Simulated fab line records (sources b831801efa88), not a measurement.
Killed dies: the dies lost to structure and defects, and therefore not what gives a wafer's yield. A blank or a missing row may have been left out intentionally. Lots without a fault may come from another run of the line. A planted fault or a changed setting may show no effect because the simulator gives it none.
What tool caused it? / flow gf180mcu / 24 lots with 72 wafers sampled at 3 steps, on a route of 602 steps

## WHAT THE GAUGES SHOWED, per wafer
GF_V1_RS_MEAS_24: measures by four-point-probe.
lot=L074; measured=day 20 06:32; on=film metro-01; V1_W_RS (ohm/sq)=0.332 0.323 0.325
lot=L075; measured=day 20 19:10; on=film metro-03; V1_W_RS (ohm/sq)=0.338 0.318 0.336
lot=L076; measured=day 20 22:29; on=film metro-02; V1_W_RS (ohm/sq)=0.318 0.332 0.317
lot=L077; measured=day 21 11:57; on=film metro-02; V1_W_RS (ohm/sq)=0.329 0.324 0.322
lot=L078; measured=day 21 23:46; on=film metro-02; V1_W_RS (ohm/sq)=0.323 0.330 0.326
lot=L079; measured=day 22 12:15; on=film metro-02; V1_W_RS (ohm/sq)=0.321 0.321 0.334
lot=L080; measured=day 22 13:56; on=film metro-01; V1_W_RS (ohm/sq)=0.325 0.331 0.333
lot=L081; measured=day 22 19:57; on=film metro-01; V1_W_RS (ohm/sq)=0.322 0.322 0.323
lot=L082; measured=day 23 05:00; on=film metro-03; V1_W_RS (ohm/sq)=0.321 0.330 0.325
lot=L083; measured=day 23 10:00; on=film metro-01; V1_W_RS (ohm/sq)=0.329 0.327 0.327
lot=L084; measured=day 23 17:11; on=film metro-02; V1_W_RS (ohm/sq)=0.319 0.332 0.315
lot=L085; measured=day 23 23:23; on=film metro-03; V1_W_RS (ohm/sq)=0.312 0.324 0.311
lot=L086; measured=day 24 13:12; on=film metro-02; V1_W_RS (ohm/sq)=0.322 0.322 0.330
lot=L087; measured=day 24 19:04; on=film metro-01; V1_W_RS (ohm/sq)=0.329 0.326 0.337
lot=L088; measured=day 25 02:55; on=film metro-01; V1_W_RS (ohm/sq)=0.334 0.323 0.331
lot=L089; measured=day 25 05:38; on=film metro-03; V1_W_RS (ohm/sq)=0.327 0.332 0.321
lot=L090; measured=day 25 16:58; on=film metro-03; V1_W_RS (ohm/sq)=0.327 0.328 0.320
lot=L091; measured=day 26 02:13; on=film metro-03; V1_W_RS (ohm/sq)=0.327 0.324 0.330
lot=L092; measured=day 26 09:48; on=film metro-03; V1_W_RS (ohm/sq)=0.312 0.313 0.326
lot=L093; measured=day 26 11:19; on=film metro-03; V1_W_RS (ohm/sq)=0.317 0.326 0.331
lot=L094; measured=day 26 17:54; on=film metro-01; V1_W_RS (ohm/sq)=0.328 0.327 0.330
lot=L095; measured=day 27 00:34; on=film metro-03; V1_W_RS (ohm/sq)=0.327 0.330 0.319
lot=L096; measured=day 27 08:48; on=film metro-02; V1_W_RS (ohm/sq)=0.318 0.321 0.330
lot=L097; measured=day 27 09:22; on=film metro-03; V1_W_RS (ohm/sq)=0.331 0.334 0.332

GF_V2_OVL_MEAS_15.
lot=L074; measured=day 22 10:37; on=overlay-02; V2_OVL (nm)=0 1 -1
lot=L075; measured=day 22 23:16; on=overlay-02; V2_OVL (nm)=-3 -6 -1
lot=L076; measured=day 23 03:19; on=overlay-02; V2_OVL (nm)=11 5 11
lot=L077; measured=day 23 15:56; on=overlay-01; V2_OVL (nm)=2 -1 1
lot=L078; measured=day 24 03:11; on=overlay-01; V2_OVL (nm)=-6 -1 3
lot=L079; measured=day 24 14:53; on=overlay-01; V2_OVL (nm)=-3 5 -4
lot=L080; measured=day 24 16:13; on=overlay-01; V2_OVL (nm)=-9 -1 -6
lot=L081; measured=day 24 22:56; on=overlay-02; V2_OVL (nm)=-7 -1 -4
lot=L082; measured=day 25 06:55; on=overlay-02; V2_OVL (nm)=9 5 6
lot=L083; measured=day 25 11:20; on=overlay-01; V2_OVL (nm)=1 0 -1
lot=L084; measured=day 25 19:05; on=overlay-01; V2_OVL (nm)=2 1 4
lot=L085; measured=day 26 00:56; on=overlay-02; V2_OVL (nm)=6 0 1
lot=L086; measured=day 26 13:02; on=overlay-02; V2_OVL (nm)=-2 -4 -5
lot=L087; measured=day 26 18:02; on=overlay-02; V2_OVL (nm)=-1 -2 -4
lot=L088; measured=day 27 03:04; on=overlay-01; V2_OVL (nm)=-8 -9 -6
lot=L089; measured=day 27 03:25; on=overlay-01; V2_OVL (nm)=0 3 -1
lot=L090; measured=day 27 14:53; on=overlay-02; V2_OVL (nm)=0 0 -6
lot=L091; measured=day 28 00:41; on=overlay-01; V2_OVL (nm)=-3 -7 -11
lot=L092; measured=day 28 07:56; on=overlay-02; V2_OVL (nm)=0 -7 -1
lot=L093; measured=day 28 08:56; on=overlay-02; V2_OVL (nm)=-1 -1 -9
lot=L094; measured=day 28 15:35; on=overlay-02; V2_OVL (nm)=-8 -7 -10
lot=L095; measured=day 28 21:19; on=overlay-01; V2_OVL (nm)=4 -1 2
lot=L096; measured=day 29 04:53; on=overlay-02; V2_OVL (nm)=4 -1 -6
lot=L097; measured=day 29 05:50; on=overlay-02; V2_OVL (nm)=-3 9 9

GF_M3_CD_MEAS_14 targets a cd of 280 nm.
lot=L074; measured=day 23 12:46; on=cd sem-02; cd nm (nm)=282.7 282.2 281.5
lot=L075; measured=day 24 01:06; on=cd sem-02; cd nm (nm)=281.2 281.7 282.0
lot=L076; measured=day 24 04:27; on=cd sem-02; cd nm (nm)=279.9 279.3 279.6
lot=L077; measured=day 24 17:19; on=cd sem-02; cd nm (nm)=278.2 279.4 278.9
lot=L078; measured=day 25 03:41; on=cd sem-02; cd nm (nm)=281.4 280.5 281.3
lot=L079; measured=day 25 15:35; on=cd sem-02; cd nm (nm)=279.1 280.7 281.7
lot=L080; measured=day 25 17:09; on=cd sem-02; cd nm (nm)=280.2 281.4 281.1
lot=L081; measured=day 25 23:17; on=cd sem-02; cd nm (nm)=278.2 278.5 279.3
lot=L082; measured=day 26 07:30; on=cd sem-02; cd nm (nm)=278.8 279.0 278.9
lot=L083; measured=day 26 11:26; on=cd sem-02; cd nm (nm)=280.0 280.9 279.6
lot=L084; measured=day 26 19:01; on=cd sem-02; cd nm (nm)=282.1 281.0 280.6
lot=L085; measured=day 27 01:13; on=cd sem-02; cd nm (nm)=280.5 278.9 278.6
lot=L086; measured=day 27 12:28; on=cd sem-01; cd nm (nm)=281.3 281.8 281.2
lot=L087; measured=day 27 17:20; on=cd sem-02; cd nm (nm)=279.8 279.8 279.9
lot=L088; measured=day 28 02:25; on=cd sem-01; cd nm (nm)=281.7 282.5 281.9
lot=L089; measured=day 28 02:37; on=cd sem-02; cd nm (nm)=281.3 280.6 281.7
lot=L090; measured=day 28 13:44; on=cd sem-01; cd nm (nm)=279.3 279.9 281.1
lot=L091; measured=day 30 08:52; on=cd sem-02; cd nm (nm)=279.7 281.3 279.0
lot=L092; measured=day 29 06:25; on=cd sem-01; cd nm (nm)=278.2 279.4 279.8
lot=L093; measured=day 29 06:56; on=cd sem-01; cd nm (nm)=279.3 280.3 280.8
lot=L094; measured=day 29 13:41; on=cd sem-01; cd nm (nm)=280.5 282.3 282.6
lot=L095; measured=day 29 19:35; on=cd sem-02; cd nm (nm)=277.6 276.9 278.3
lot=L096; measured=day 30 02:56; on=cd sem-02; cd nm (nm)=279.7 280.4 278.9
lot=L097; measured=day 30 03:33; on=cd sem-01; cd nm (nm)=280.0 279.9 281.1

## TOOL THAT RAN EACH LOT (tool first, then ch and the chambers of the sampled wafers, then the start)
No process step before these readings appears in the record.

## AS READ BY THE TOOLS THEMSELVES (means over the sampled wafers that have a number; for cases with no such wafer, the mark the record gives instead)
The record holds no such reading with a usual standard deviation.

## THE ANSWER, worked out from the rows above alone
Rule: what is usual is taken from the lots themselves. Put in order of their means at a reading, lots are off if they are a third of the lots or fewer, leave a main group of 4 or more, and stand apart from it by a gap of 3 or more times the standard deviation of the main group's means; of several such gaps the widest counts. The tables above print the reading to a certain number of digits; a main group whose means all agree to those digits is not used. Also off: a lot with no number at a reading for which 4 or more lots have one. All remaining lots with rows at the step are treated as sound. After the gauges, taken in route order, come the tools' own readings; for these a lot's mean is taken, as printed above. At the first step where some lot is off, the reading lying furthest off is the one used; lots without a number count as furthest.
Nothing can be told from this: no lot is off at any reading shown.

## WHAT WAS PUT IN BY THE SIMULATOR
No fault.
